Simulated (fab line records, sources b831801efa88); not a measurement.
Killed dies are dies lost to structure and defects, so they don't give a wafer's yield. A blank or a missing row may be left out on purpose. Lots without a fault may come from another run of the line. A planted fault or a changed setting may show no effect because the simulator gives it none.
Which tool did it? | flow gf180mcu | 14 lots, 42 wafers sampled, at 4 steps of a route of 602

WHAT THE GAUGES READ, wafer by wafer
The record holds no reading of a measuring or inspecting step that can be judged against a usual standard deviation.

WHICH TOOL RAN EACH LOT (tool, then ch and the chambers of the sampled wafers, then the start)
lot  | GF_STI_WET_ETCH_28             | GF_M1_SPUTTER_03             | GF_M2_SPUTTER_01             | GF_M2_SPUTTER_04
L504 | wet_bench-03 ch 2, day 2 20:41 | pvd_sputter-02, day 17 12:25 | pvd_sputter-01, day 19 14:47 | pvd_sputter-01, day 19 14:52
L503 | wet_bench-04 ch 0, day 2 20:52 | pvd_sputter-04, day 17 15:26 | pvd_sputter-01, day 19 18:58 | pvd_sputter-01, day 19 19:02
L505 | wet_bench-03 ch 0, day 3 02:02 | pvd_sputter-01, day 17 23:26 | pvd_sputter-03, day 20 01:59 | pvd_sputter-03, day 20 02:04
L506 | wet_bench-02 ch 1, day 3 08:46 | pvd_sputter-01, day 18 09:51 | pvd_sputter-01, day 20 13:07 | pvd_sputter-01, day 20 13:12
L508 | wet_bench-04 ch 0, day 3 21:05 | pvd_sputter-04, day 19 01:19 | pvd_sputter-01, day 21 04:57 | pvd_sputter-01, day 21 05:02
L510 | wet_bench-03 ch 1, day 4 08:25 | pvd_sputter-01, day 19 23:06 | pvd_sputter-02, day 22 01:53 | pvd_sputter-02, day 22 01:58
L511 | wet_bench-03 ch 0, day 4 09:07 | pvd_sputter-04, day 20 00:39 | pvd_sputter-02, day 22 03:45 | pvd_sputter-02, day 22 03:50
L512 | wet_bench-02 ch 1, day 4 13:26 | pvd_sputter-01, day 20 11:04 | pvd_sputter-02, day 22 13:27 | pvd_sputter-02, day 22 13:32
L513 | wet_bench-04 ch 0, day 4 18:26 | pvd_sputter-01, day 20 13:55 | pvd_sputter-03, day 22 16:13 | pvd_sputter-03, day 22 16:18
L514 | wet_bench-04 ch 2, day 5 01:08 | pvd_sputter-02, day 20 22:22 | pvd_sputter-02, day 23 00:16 | pvd_sputter-02, day 23 00:21
L515 | wet_bench-04 ch 0, day 5 05:38 | pvd_sputter-02, day 21 07:03 | pvd_sputter-01, day 23 08:23 | pvd_sputter-01, day 23 08:28
L516 | wet_bench-04 ch 2, day 5 09:24 | pvd_sputter-02, day 21 16:37 | pvd_sputter-02, day 23 18:12 | pvd_sputter-02, day 23 18:17
L517 | wet_bench-04 ch 2, day 5 15:15 | pvd_sputter-04, day 21 23:26 | pvd_sputter-02, day 24 00:11 | pvd_sputter-02, day 24 00:16
L521 | wet_bench-03 ch 2, day 6 11:27 | pvd_sputter-04, day 23 12:33 | pvd_sputter-02, day 25 11:12 | pvd_sputter-02, day 25 11:17
- GF_STI_WET_ETCH_28: etches SiO2 in dHF, target depth 20 nm, time 40 s.
- GF_M1_SPUTTER_03: material Ti, target thk 10 nm, time 6.7 s.
- GF_M2_SPUTTER_01: material TiN, target thk 30 nm, time 25 s.
- GF_M2_SPUTTER_04: material TiN, target thk 50 nm, time 41.7 s.

WHAT THE TOOLS THEMSELVES READ (means of the sampled wafers that have a number; where no wafer has one, the mark that the record gives instead)
GF_STI_WET_ETCH_28. Usual: run_length_s 68.2 s, standard deviation 2.7.
lot  | tool         | run_length_s (s) | flag
L504 | wet_bench-03 | 65.8             |
L503 | wet_bench-04 | 72.8             |
L505 | wet_bench-03 | 65.8             |
L506 | wet_bench-02 | 72.5             |
L508 | wet_bench-04 | 67.5             |
L510 | wet_bench-03 | 67.3             |
L511 | wet_bench-03 | 66.2             |
L512 | wet_bench-02 | 72.2             |
L513 | wet_bench-04 | 66.4             |
L514 | wet_bench-04 | 67.9             |
L515 | wet_bench-04 | 57.6             | OFF
L516 | wet_bench-04 | 58.6             | OFF
L517 | wet_bench-04 | 57.8             | OFF
L521 | wet_bench-03 | 66.3             |

GF_M1_SPUTTER_03. Usual: substrate_temp_c 300.04 C, standard deviation 0.19; throttle_valve_pct 30.3 %, standard deviation 1.1.
lot  | tool           | substrate_temp_c (C) | throttle_valve_pct (%) | flag
L504 | pvd_sputter-02 | 299.99               | 29.3                   |
L503 | pvd_sputter-04 | 300.23               | 30.2                   |
L505 | pvd_sputter-01 | 299.95               | 30.7                   |
L506 | pvd_sputter-01 | 300.02               | 30.5                   |
L508 | pvd_sputter-04 | 299.97               | 30.0                   |
L510 | pvd_sputter-01 | 299.94               | 29.9                   |
L511 | pvd_sputter-04 | 300.08               | 30.3                   |
L512 | pvd_sputter-01 | 300.00               | 30.7                   |
L513 | pvd_sputter-01 | 299.87               | 30.7                   |
L514 | pvd_sputter-02 | 300.00               | 30.8                   |
L515 | pvd_sputter-02 | 300.00               | 30.2                   |
L516 | pvd_sputter-02 | 300.08               | 29.8                   |
L517 | pvd_sputter-04 | 299.93               | 29.9                   |
L521 | pvd_sputter-04 | 299.83               | 29.5                   |

GF_M2_SPUTTER_01. Usual: throttle_valve_pct 30.2 %, standard deviation 1.1.
lot  | tool           | throttle_valve_pct (%) | flag
L504 | pvd_sputter-01 | 30.0                   |
L503 | pvd_sputter-01 | 30.7                   |
L505 | pvd_sputter-03 | 29.2                   |
L506 | pvd_sputter-01 | 30.4                   |
L508 | pvd_sputter-01 | 30.1                   |
L510 | pvd_sputter-02 | 31.2                   |
L511 | pvd_sputter-02 | 29.9                   |
L512 | pvd_sputter-02 | 30.1                   |
L513 | pvd_sputter-03 | 30.3                   |
L514 | pvd_sputter-02 | 30.5                   |
L515 | pvd_sputter-01 | 30.4                   |
L516 | pvd_sputter-02 | 28.9                   |
L517 | pvd_sputter-02 | 29.0                   |
L521 | pvd_sputter-02 | 30.8                   |

GF_M2_SPUTTER_04. Usual: throttle_valve_pct 30.1 %, standard deviation 1.1.
lot  | tool           | throttle_valve_pct (%) | flag
L504 | pvd_sputter-01 | 30.0                   |
L503 | pvd_sputter-01 | 30.6                   |
L505 | pvd_sputter-03 | 29.2                   |
L506 | pvd_sputter-01 | 30.3                   |
L508 | pvd_sputter-01 | 30.0                   |
L510 | pvd_sputter-02 | 31.2                   |
L511 | pvd_sputter-02 | 30.1                   |
L512 | pvd_sputter-02 | 30.1                   |
L513 | pvd_sputter-03 | 30.3                   |
L514 | pvd_sputter-02 | 30.6                   |
L515 | pvd_sputter-01 | 30.4                   |
L516 | pvd_sputter-02 | 28.9                   |
L517 | pvd_sputter-02 | 28.9                   |
L521 | pvd_sputter-02 | 30.8                   |

THE ANSWER, worked out from the rows above alone
Rule: a lot is off if the mean of its wafers that have a number lies more than 3 standard deviations from the usual mean. A lot without any number at a reading at which 4 lots or more have one is off too. The other lots that the step has rows for count as sound. The gauges are gone through in route order, then the tools' own readings, and for those a lot's mean is taken as printed above. The first step at which some lot is off is used, and at that step the reading that is off furthest; a lot without a number counts as furthest.
Off: L515, L516, L517, at GF_STI_WET_ETCH_28 (run_length_s).
A tool fits if, at that step or a process step before it, it ran every lot that is off, and no sound lot after the first of them. One fits: wet_bench-04 at GF_STI_WET_ETCH_28. Its last sound lot is L514 (day 5 01:08), its first lot that is off L515 (day 5 05:38): a fault that began between those two fits.

WHAT THE SIMULATOR HAD PUT IN
Process parameter drift: wet_bench-04, from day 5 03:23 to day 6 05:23, at GF_STI_WET_ETCH_28. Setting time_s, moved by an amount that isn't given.
Lots struck among those shown: L515, L516, L517. The rule above found the same.
